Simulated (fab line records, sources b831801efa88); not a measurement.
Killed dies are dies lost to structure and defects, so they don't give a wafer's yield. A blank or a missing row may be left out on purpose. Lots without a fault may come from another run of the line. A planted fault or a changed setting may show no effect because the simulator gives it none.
One fault seen from 2 desks | flow sky130 | each desk has only its own numbers; what lay behind them comes last

THE TOOL OWNER'S DESK: rie_diel-04
The tool's own readings at SKY_SONOS_ONO_ETCH_15 (etches the open film in CHF3/O2, target depth 19.52 nm, time 7.8 s): means of the sampled wafers that have a number, for each lot that ran on this tool. A lot is out of limits, marked OUT, if its mean lies more than 4 standard deviations from the usual mean; the brackets give that distance.
Columns: A = chamber_pressure_mTorr at SKY_SONOS_ONO_ETCH_15, usual 40.00 mTorr; B = drypump_motor_current_A at SKY_SONOS_ONO_ETCH_15, usual 5.8 A; C = oes_product_au at SKY_SONOS_ONO_ETCH_15, usual 0.996 a.u.; D = rf_fwd_power_W at SKY_SONOS_ONO_ETCH_15, usual 589 W; E = throttle_valve_pct at SKY_SONOS_ONO_ETCH_15, usual 8.824 %
lot  | first seen here | A     | B   | C                | D             | E
L260 | day 12 23:10    | 40.04 | 5.8 | 1.002            | 590           | 8.829
L275 | day 17 13:10    | 40.01 | 5.9 | 0.951 (-4.6) OUT | 491 (-28) OUT | 8.801
L277 | day 18 08:31    | 39.99 | 5.6 | 0.961            | 491 (-28) OUT | 8.806
This desk's finding: out of limits on L275, L277; first on L275, day 17 13:10 (oes_product_au at SKY_SONOS_ONO_ETCH_15). In limits: L260.

THE METROLOGY DESK
What the gauges read, lot by lot, whatever tool the lot ran on: means of the sampled wafers that have a number. A lot is out of limits, marked OUT, if its mean lies more than 4 standard deviations from the usual mean; the brackets give that distance.
Columns: A = SONOS_ONO_CVD_02_THK at SKY_SONOS_ONO_THK_MEAS_03, usual 10.52 nm; B = SONOS_ONO_CVD_04_THK at SKY_SONOS_ONO_THK_MEAS_05, usual 5.36 nm; C = cd_nm at SKY_SONOS_ONO_CD_MEAS_13, usual 409.3 nm; D = SONOS_ONO_OVL at SKY_SONOS_ONO_OVL_MEAS_14, usual 1.3 nm
lot  | first seen here | A     | B    | C     | D
L260 | day 11 22:09    | 10.54 | 5.31 | 407.0 | 2.1
L272 | day 15 10:43    | 10.57 | 5.27 | 409.5 | 1.2
L275 | day 16 07:14    | 10.36 | 5.53 | 410.3 | 1.9
L276 | day 16 16:16    | 10.46 | 5.23 | 410.4 | 0.4
L277 | day 17 02:47    | 10.48 | 5.44 | 408.3 | 1.2
L282 | day 18 18:54    | 10.44 | 5.51 | 410.7 | 0.9
This desk's finding: nothing out of limits on any of the 6 lots.

PUT TOGETHER
The tool owner's desk could have raised an alarm at day 17 13:10, on L275, L277.
The metrology desk saw nothing out of limits.
The metrology desk has L275, L277 on record, within its limits.
Of the lots named, all ran SKY_SONOS_ONO_ETCH_15 on rie_diel-04.

WHAT THE SIMULATOR HAD PUT IN
Process parameter drift: rie_diel-04, from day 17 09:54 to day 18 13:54, at SKY_SONOS_ONO_ETCH_15. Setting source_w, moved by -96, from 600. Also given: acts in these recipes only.
Lots struck among those shown: L275, L277.
Hours from the fault's start to each desk's first reading out of limits: the tool owner's desk, 3.
